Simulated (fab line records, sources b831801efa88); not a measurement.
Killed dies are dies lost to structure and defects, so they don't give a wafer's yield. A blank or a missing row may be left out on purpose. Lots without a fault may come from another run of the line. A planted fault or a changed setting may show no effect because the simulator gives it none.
Problem report in the 8D (eight disciplines) form, filled by code | flow gf180mcu | the parts of the form that need people (team, actions taken, sign-off) are left out

1. THE PROBLEM
oes_product_au at GF_POLY_GATE_ETCH_13 reads a mean of 0.878 a.u. on 2 wafers of 2 lots; wafers without a fault read 0.990 a.u. with a standard deviation of 0.007. That is -16 standard deviations from the usual mean.
The step: etches poly-Si in HBr/Cl2, stops on SiO2, target depth 198.5 nm, time 69.6 s.
First seen on wafer L926.2, day 12 10:52, on rie_si-02. The record holds 16 wafers of 6 lots with a number at this step. Rule for "out", or "out of limits": more than 4 standard deviations from the usual mean. The other wafers with a number count as sound.

2. WHAT IT IS AND WHAT IT IS NOT
question                    | is                | is not
which readings at this step | oes_product_au    | drypump_motor_current_A, rf_fwd_power_W, throttle_valve_pct
which lots                  | L926, L930        | L916, L921, L933, L938
which wafers of those lots  | L926.2, L930.5    | L926.3, L930.4
read on which tools         | rie_si-02         | rie_si-01
when                        | from day 12 10:52 | up to then (7 sound wafers); but 7 sound wafers of L930, L933, L938 came after

3. SUSPECTS, AND WHAT RULES EACH OUT
Counting: a tool at a process step up to the reading stays a suspect if it ran every lot that is out. Sound lots after the first of them don't rule it out here, since some wafers of a struck lot are sound.
- rie_diel-02 at GF_POLY_GATE_ETCH_12 (etches BARC in N2/H2): kept. It ran every lot that is out, first L926 (day 12 10:49).
- rie_si-02 at GF_POLY_GATE_ETCH_13 (etches poly-Si in HBr/Cl2, stops on SiO2, target depth 198.5 nm, time 69.6 s): kept. It ran every lot that is out, first L926 (day 12 10:52); its last sound lot up to then is L921 (day 10 22:11). Its own readings are out on those wafers: oes_product_au.
Left after counting: rie_diel-02 at GF_POLY_GATE_ETCH_12, rie_si-02 at GF_POLY_GATE_ETCH_13.

4. THE CAUSE (what the simulator had put in)
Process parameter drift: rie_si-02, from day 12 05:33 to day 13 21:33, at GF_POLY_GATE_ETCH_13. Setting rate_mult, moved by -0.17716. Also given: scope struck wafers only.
Counting left 2 suspects, and this tool is among them.

5. THE CHAIN OF EFFECTS, in route order
Each row: a reading whose mean over the struck wafers that have a number lies more than 3 standard deviations from the usual. Only readings for which the record gives a usual standard deviation are gone through. hours: the time from each lot's start at the first step in this table that gives one to its start at this step, as a median over the lots. sigmas: the change in usual standard deviations.
hours | step                 | reading        | usual      | on struck wafers | change | sigmas
0     | GF_POLY_GATE_ETCH_13 | oes_product_au | 0.990 a.u. | 0.878            | -0.112 | -16
The process steps in it:
- GF_POLY_GATE_ETCH_13: etches poly-Si in HBr/Cl2, stops on SiO2, target depth 198.5 nm, time 69.6 s.

6. WHAT WOULD HAVE CAUGHT IT SOONER
In this record the first reading out of limits was taken at day 12 10:52, 5 hours after the fault began at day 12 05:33.
